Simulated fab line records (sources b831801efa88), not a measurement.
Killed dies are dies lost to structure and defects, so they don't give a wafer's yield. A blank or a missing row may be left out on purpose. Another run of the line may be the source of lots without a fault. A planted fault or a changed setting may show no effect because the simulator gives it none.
The same fault as seen by 2 desks | flow sky130 | each desk has only its own numbers; what lay behind them comes last

== FROM THE METROLOGY DESK ==
Lot by lot, what the gauges showed, no matter which tool ran the lot: averages of those sampled wafers that carry a number. If a lot's mean is further than 4 standard deviations from the usual mean, the lot is out of limits and carries the mark OUT (the distance appears in the brackets).
Columns: A = METAL5_ALCU_RS at SKY_METAL5_RS_MEAS_05, usual 0.02708 ohm/sq
lot  | first seen here | A
L185 | day 42 16:29    | 0.02681
L186 | day 43 04:58    | 0.02731
L189 | day 44 06:59    | 0.02692
L190 | day 44 10:40    | 0.02713
L193 | day 45 00:44    | 0.02717
L194 | day 45 06:53    | 0.02765
L196 | day 45 20:17    | 0.02734
L197 | day 46 06:05    | 0.02695
L200 | day 46 18:22    | 0.02679
L206 | day 48 03:35    | 0.02703
L207 | day 48 07:27    | 0.02697
This desk's verdict: no lot among the 11 shows anything out of limits.

== DESK OF THE TOOL OWNER: cmp-01 ==
The tool's own readings at SKY_VIA4_CMP_21 (polishes, stops on SiO2, t overpolish 25 s, target thk 0 nm): means of the sampled wafers that have a number, for each lot that ran on this tool. If a lot's mean is further than 4 standard deviations from the usual mean, the lot is out of limits and carries the mark OUT (the distance appears in the brackets).
Columns: A = motorCurrentA at SKY_VIA4_CMP_21, usual 10.4 A; B = overpolishRunS at SKY_VIA4_CMP_21, usual 25.000 s; C = timeToEndpointS at SKY_VIA4_CMP_21, usual 123 s
lot  | first seen here | A    | B      | C
L189 | day 44 06:31    | 9.8  | 24.994 | 123
L196 | day 45 19:58    | 10.2 | 24.995 | 117
This desk's verdict: no lot among the 2 shows anything out of limits.

== PUT TOGETHER ==
From the metrology desk's view, nothing was out of limits.
The desk of the tool owner found nothing out of limits.

== WHAT THE SIMULATOR PUT IN ==
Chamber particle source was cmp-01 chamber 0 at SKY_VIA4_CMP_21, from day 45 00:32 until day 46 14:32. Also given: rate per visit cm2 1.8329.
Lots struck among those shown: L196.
